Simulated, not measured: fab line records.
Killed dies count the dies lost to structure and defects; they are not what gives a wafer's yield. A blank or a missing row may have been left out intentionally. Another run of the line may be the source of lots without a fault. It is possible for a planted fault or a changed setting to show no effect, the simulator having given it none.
8D (eight disciplines) problem report, filled in by code || flow sky130 || the parts of the form that need people (team, actions taken, sign-off) are left out

1. WHAT IS WRONG
Wafers free of any fault read 594 nm (standard deviation 6.3) for FIELD_ISO_CVD_24_THK at SKY_FIELD_ISO_THK_MEAS_25, against a mean of 695 nm on 3 wafers of 2 lots. Measured from the usual mean, that is +16 standard deviations.
Earliest sighting: wafer L742.2 on filmMetro-04 at day 5 04:58. Wafers with a number at this step in the record: 30, from 10 lots. By rule, "out" or "out of limits" means more than 4 standard deviations away from the usual mean. The other wafers with a number count as sound.

2. WHAT IT IS, WHAT IT ISN'T
{"question": "which readings at this step", "is": "FIELD_ISO_CVD_24_THK", "is not": "-"}
{"question": "which lots", "is": "L742, L743", "is not": "L729, L730, L731, L732, L734, L745, L747, L752"}
{"question": "which wafers of those lots", "is": "L742.2, L743.3, L743.4", "is not": "L742.5, L742.6, L743.6"}
{"question": "read on which gauges", "is": "filmMetro-01, filmMetro-04", "is not": "filmMetro-02"}
{"question": "when", "is": "from day 5 04:58", "is not": "up to then (17 sound wafers); but 10 sound wafers of L743, L745, L747, L752 came after"}

3. THE SUSPECTS, EACH WITH WHAT RULES IT OUT
Counting: a tool at a process step up to the reading stays a suspect if it ran every lot that is out. Sound lots after the first of them don't rule it out here, since some wafers of a struck lot are sound.
- the gauge at SKY_FIELD_ISO_THK_MEAS_25 is ruled out. The wafers that are out were read on 2 gauges (filmMetro-01, filmMetro-04).
- hdpcvd-02 at SKY_FIELD_ISO_CVD_24 (deposits SiO2, target thk 595 nm, time 99.2 s): kept. Ran every lot that is out, first one L742 (day 5 04:53); last sound lot up to then L734 (day 3 09:52).
After counting, what remains is hdpcvd-02 at SKY_FIELD_ISO_CVD_24.

4. THE CAUSE (what the simulator had put in)
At SKY_FIELD_ISO_CVD_24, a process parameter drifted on hdpcvd-02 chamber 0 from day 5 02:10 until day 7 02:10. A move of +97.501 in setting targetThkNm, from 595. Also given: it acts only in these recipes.
The count eliminated every tool but this one.

5. THE EFFECT CHAIN, in route order
Each row: a reading whose mean over the struck wafers that have a number lies more than 3 standard deviations from the usual. Scope: only readings with a usual standard deviation given in the record; hours: median across lots of the time from each lot's start at the first step in this table that gives one to its start at this step; sigmas: change in usual standard deviations.
{"hours": 0, "step": "SKY_FIELD_ISO_THK_MEAS_25", "reading": "FIELD_ISO_CVD_24_THK", "usual": "594 nm", "on struck wafers": 695, "change": "+101", "sigmas": "+16"}
{"hours": 3, "step": "SKY_FIELD_ISO_CMP_27", "reading": "timeToEndpointS", "usual": "111 s", "on struck wafers": 128, "change": "+17", "sigmas": "+3.9"}
The process steps in it:
- SKY_FIELD_ISO_CMP_27: polishes, stops on Si3N4, t overpolish 16 s, target thk 457.8 nm.

6. WHAT WOULD HAVE CAUGHT IT SOONER
The first out-of-limits reading at a measuring or inspecting step in this record came at day 5 04:58, 3 hours after the fault's start at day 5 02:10.
Of the lots that are out (2), L743 began SKY_FIELD_ISO_CVD_24 on hdpcvd-02 after day 5 04:58. A hold on the tool at that time would have spared it.
